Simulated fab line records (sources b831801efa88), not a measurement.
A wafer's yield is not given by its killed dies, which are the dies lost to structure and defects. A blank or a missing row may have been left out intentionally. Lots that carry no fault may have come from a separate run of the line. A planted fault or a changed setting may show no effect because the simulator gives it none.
Which of the tools did it? + flow gf180mcu + 6 lots with 17 wafers sampled at 4 steps, on a route of 602 steps

## WHAT THE GAUGES SHOWED, per wafer
GF_M2_CD_MEAS_14: the cd target is 280 nm.
| lot  | measured     | on        | cd-nm (nm)              |
|------|--------------|-----------|-------------------------|
| L878 | day 19 18:01 | cd-sem-02 | 280.5 279.8 279.3       |
| L880 | day 20 18:29 | cd-sem-01 | 280.2 280.1 278.8       |
| L882 | day 21 06:23 | cd-sem-01 | 282.6 281.1 280.7       |
| L884 | day 22 06:14 | cd-sem-01 | 280.9 281.5 281.3       |
| L887 | day 23 04:17 | cd-sem-02 | 278.1 278.5 278.8       |
| L889 | day 23 19:58 | cd-sem-01 | 239.7 281.2 239.6 281.0 |

## EACH LOT AND THE TOOL THAT RAN IT (in order: tool; ch and the chambers of the sampled wafers; start)
| lot  | GF_V1_STRIP_18                       | GF_M2_SPUTTER_01             | GF_M2_EXPOSE_11                   |
|------|--------------------------------------|------------------------------|-----------------------------------|
| L878 | plasma-asher-03 ch 0,1, day 18 16:09 | pvd-sputter-02, day 18 17:28 | krf-scanner-01 ch 0, day 19 06:11 |
| L880 | plasma-asher-01 ch 0,1, day 19 16:47 | pvd-sputter-03, day 19 18:09 | krf-scanner-01 ch 0, day 20 06:22 |
| L882 | plasma-asher-03 ch 0,1, day 20 04:34 | pvd-sputter-03, day 20 05:51 | krf-scanner-02 ch 0, day 20 18:17 |
| L884 | plasma-asher-01 ch 0,1, day 21 05:06 | pvd-sputter-01, day 21 06:26 | krf-scanner-01 ch 0, day 21 18:25 |
| L887 | plasma-asher-03 ch 0,1, day 21 23:46 | pvd-sputter-02, day 22 01:06 | krf-scanner-01 ch 0, day 22 16:37 |
| L889 | plasma-asher-03 ch 0, day 22 20:09   | pvd-sputter-02, day 22 21:29 | krf-scanner-01 ch 0, day 23 09:07 |
- GF_V1_STRIP_18: strips in O2/N2.
- GF_M2_SPUTTER_01: material TiN, target thk 30 nm, time 25 s.
- GF_M2_EXPOSE_11: exposes mask Metal2, target cd 280 nm.

## THE ANSWER, worked out from the rows above alone
Rule: the usual values come from the lots themselves. Put in order of their means at a reading, lots are off if they are a third of the lots or fewer, leave a main group of 4 or more, and stand apart from it by a gap of 3 or more times the standard deviation of the main group's means; of several such gaps the widest counts. A main group is skipped when, at the precision printed for the reading in the tables above, its means are all equal. A lot without any number at a reading at which 4 lots or more have one is off too. Where the step has rows for the other lots, those lots are counted as sound.
Off: L889, at GF_M2_CD_MEAS_14 (cd-nm). The main group: mean 280.1 nm, standard deviation 1.1.
A tool fits if, at a process step before that reading, it ran every lot that is off, and no sound lot after the first of them. Those tools and the gauges at GF_M2_CD_MEAS_14 are tried in the same way. Can't be told from this: 4 tools fit, plasma-asher-03 at GF_V1_STRIP_18, pvd-sputter-02 at GF_M2_SPUTTER_01, krf-scanner-01 at GF_M2_EXPOSE_11, cd-sem-01 at GF_M2_CD_MEAS_14.

## WHAT THE SIMULATOR HAD PUT IN
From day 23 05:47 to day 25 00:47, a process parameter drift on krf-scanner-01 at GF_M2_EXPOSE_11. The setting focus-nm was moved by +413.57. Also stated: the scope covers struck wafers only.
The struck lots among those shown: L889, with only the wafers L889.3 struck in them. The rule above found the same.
